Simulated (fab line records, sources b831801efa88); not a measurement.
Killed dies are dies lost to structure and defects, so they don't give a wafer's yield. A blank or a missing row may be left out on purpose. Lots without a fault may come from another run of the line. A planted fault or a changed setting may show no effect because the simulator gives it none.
One fault seen from 2 desks | flow sky130 | each desk has only its own numbers; what lay behind them comes last

THE TOOL OWNER'S DESK: implanter-02
The tool's own readings at SKY_SONOS_TUNNEL_IMPLANT_09: means of the sampled wafers that have a number, for each lot that ran on this tool. A lot is out of limits, marked OUT, if its mean lies more than 4 standard deviations from the usual mean; the brackets give that distance.
Columns: A = beam_on_s at SKY_SONOS_TUNNEL_IMPLANT_09, usual 9.98 s; B = dose_ions_cm2 at SKY_SONOS_TUNNEL_IMPLANT_09, usual 1.0001e+12; C = faraday_current_uA at SKY_SONOS_TUNNEL_IMPLANT_09, usual 5.65
lot  | first seen here | A     | B                            | C
L470 | day 12 10:01    | 10.00 | 1.0002e+12                   | 5.64
L471 | day 12 15:04    | 9.79  | 9.9947e+11                   | 5.75
L473 | day 13 06:15    | 9.75  | 1.0008e+12                   | 5.77
L474 | day 13 20:40    | 10.06 | 1.0006e+12                   | 5.60
L477 | day 14 14:37    | 10.02 | 1.0007e+12                   | 5.64
L484 | day 16 09:07    | 10.00 | 3.4300e+11 (-99 or more) OUT | 1.94 (-31) OUT
L485 | day 16 16:02    | 10.06 | 3.4213e+11 (-99 or more) OUT | 1.93 (-31) OUT
L493 | day 19 02:57    | 9.92  | 9.9920e+11                   | 5.68
This desk's finding: out of limits on L484, L485; first on L484, day 16 09:07 (dose_ions_cm2 at SKY_SONOS_TUNNEL_IMPLANT_09). In limits: L470, L471, L473, L474, L477, L493.

THE METROLOGY DESK
What the gauges read, lot by lot, whatever tool the lot ran on: means of the sampled wafers that have a number. A lot is out of limits, marked OUT, if its mean lies more than 4 standard deviations from the usual mean; the brackets give that distance.
Columns: A = SONOS_TUNNEL_TW at SKY_SONOS_TUNNEL_TW_MEAS_12, usual 196.2; B = LOCAL_INTERCONNECT_OVL at SKY_LOCAL_INTERCONNECT_OVL_MEAS_12, usual 2 nm
lot  | first seen here | A               | B
L470 | day 12 10:28    | 194.1           | 0
L471 | day 12 15:29    | 196.3           | -3
L472 | day 12 20:35    | 196.2           | 8
L473 | day 13 06:53    | 193.4           | 12
L474 | day 13 21:05    | 198.8           | 4
L477 | day 14 15:02    | 197.1           | 3
L484 | day 16 09:39    | 146.8 (-33) OUT | -9
L485 | day 16 16:36    | 144.5 (-34) OUT | 9
L488 | day 17 12:22    | 197.5           | -8
L490 | day 18 02:52    | 198.0           | 1
L493 | day 19 03:49    | 195.0           | 11
This desk's finding: out of limits on L484, L485; first on L484, day 16 09:39 (SONOS_TUNNEL_TW at SKY_SONOS_TUNNEL_TW_MEAS_12). In limits: L470, L471, L472, L473, L474, L477, L488, L490, L493.

PUT TOGETHER
The tool owner's desk could have raised an alarm at day 16 09:07, on L484, L485.
The metrology desk could have raised an alarm at day 16 09:39, on L484, L485.
Of the lots named, all ran SKY_SONOS_TUNNEL_IMPLANT_09 on implanter-02.

WHAT THE SIMULATOR HAD PUT IN
Process parameter drift: implanter-02, from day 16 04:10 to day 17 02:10, at SKY_SONOS_TUNNEL_IMPLANT_09. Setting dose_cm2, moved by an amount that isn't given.
Lots struck among those shown: L484, L485.
Hours from the fault's start to each desk's first reading out of limits: the tool owner's desk, 5; the metrology desk, 5.
